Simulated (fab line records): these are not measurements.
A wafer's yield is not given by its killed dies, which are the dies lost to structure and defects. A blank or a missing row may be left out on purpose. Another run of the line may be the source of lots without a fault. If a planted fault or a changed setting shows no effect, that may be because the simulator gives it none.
Chamber matching || flow sky130 || SKY_VIA2_CMP_02 on cmp-01 has 4 sister chambers
The step polishes SiO2. 16 wafers are shown with their chamber, then 8 later ones without.

== WAFERS, EACH WITH ITS CHAMBER ==
{"wafer": "L550.2", "chamber": 1, "motorCurrentA (A)": 10.8}
{"wafer": "L550.3", "chamber": 0, "motorCurrentA (A)": 13.3}
{"wafer": "L550.6", "chamber": 1, "motorCurrentA (A)": 11.2}
{"wafer": "L553.2", "chamber": 3, "motorCurrentA (A)": 12.1}
{"wafer": "L553.3", "chamber": 2, "motorCurrentA (A)": 11.5}
{"wafer": "L553.5", "chamber": 0, "motorCurrentA (A)": 12.0}
{"wafer": "L558.2", "chamber": 1, "motorCurrentA (A)": 11.1}
{"wafer": "L558.5", "chamber": 2, "motorCurrentA (A)": 11.1}
{"wafer": "L558.6", "chamber": 3, "motorCurrentA (A)": 12.2}
{"wafer": "L563.2", "chamber": 2, "motorCurrentA (A)": 11.0}
{"wafer": "L563.3", "chamber": 3, "motorCurrentA (A)": 12.1}
{"wafer": "L563.5", "chamber": 3, "motorCurrentA (A)": 11.7}
{"wafer": "L564.1", "chamber": 3, "motorCurrentA (A)": 11.7}
{"wafer": "L564.4", "chamber": 1, "motorCurrentA (A)": 11.2}
{"wafer": "L564.5", "chamber": 1, "motorCurrentA (A)": 11.0}
{"wafer": "L569.1", "chamber": 0, "motorCurrentA (A)": 13.0}

SIGNATURES, as means of the wafers listed above
{"reading": "motorCurrentA", "chamber 0": 12.767, "chamber 1": 11.060, "chamber 2": 11.200, "chamber 3": 11.960, "scatter within a chamber": 0.343}
Rule: a wafer's distance from a chamber is the root of the sum, over the readings, of the square of ((its reading less the chamber's mean) divided by the reading's scatter). If the next closest chamber is less than 2 further off than the closest, the wafer can't be placed; otherwise it belongs to the closest. How the scatter is found: for the shown wafers, subtract from each reading the mean of its chamber, square and add these, divide the total by (wafers less chambers), then take the root.

== WAFERS MISSING THEIR CHAMBER ==
{"wafer": "L569.5", "motorCurrentA (A)": 12.2}
{"wafer": "L569.6", "motorCurrentA (A)": 11.4}
{"wafer": "L568.1", "motorCurrentA (A)": 12.3}
{"wafer": "L568.2", "motorCurrentA (A)": 10.9}
{"wafer": "L568.6", "motorCurrentA (A)": 12.6}
{"wafer": "L571.1", "motorCurrentA (A)": 11.7}
{"wafer": "L571.3", "motorCurrentA (A)": 10.9}
{"wafer": "L571.4", "motorCurrentA (A)": 10.5}

== CHAMBER TAKEN BY EACH ==
{"wafer": "L569.5", "from the rows above": "can't be placed: 3 or 0", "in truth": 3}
{"wafer": "L569.6", "from the rows above": "can't be placed: 2 or 1 or 3", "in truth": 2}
{"wafer": "L568.1", "from the rows above": "can't be placed: 3 or 0", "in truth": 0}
{"wafer": "L568.2", "from the rows above": "can't be placed: 1 or 2", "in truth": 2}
{"wafer": "L568.6", "from the rows above": "can't be placed: 0 or 3", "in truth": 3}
{"wafer": "L571.1", "from the rows above": "can't be placed: 3 or 2 or 1", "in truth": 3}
{"wafer": "L571.3", "from the rows above": "can't be placed: 1 or 2", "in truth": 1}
{"wafer": "L571.4", "from the rows above": "can't be placed: 1 or 2", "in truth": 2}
Placed correctly: 0 of 8. Cannot be placed on the basis of these rows: 8; the candidates contain the true chamber in 8. Number placed wrongly: 0.
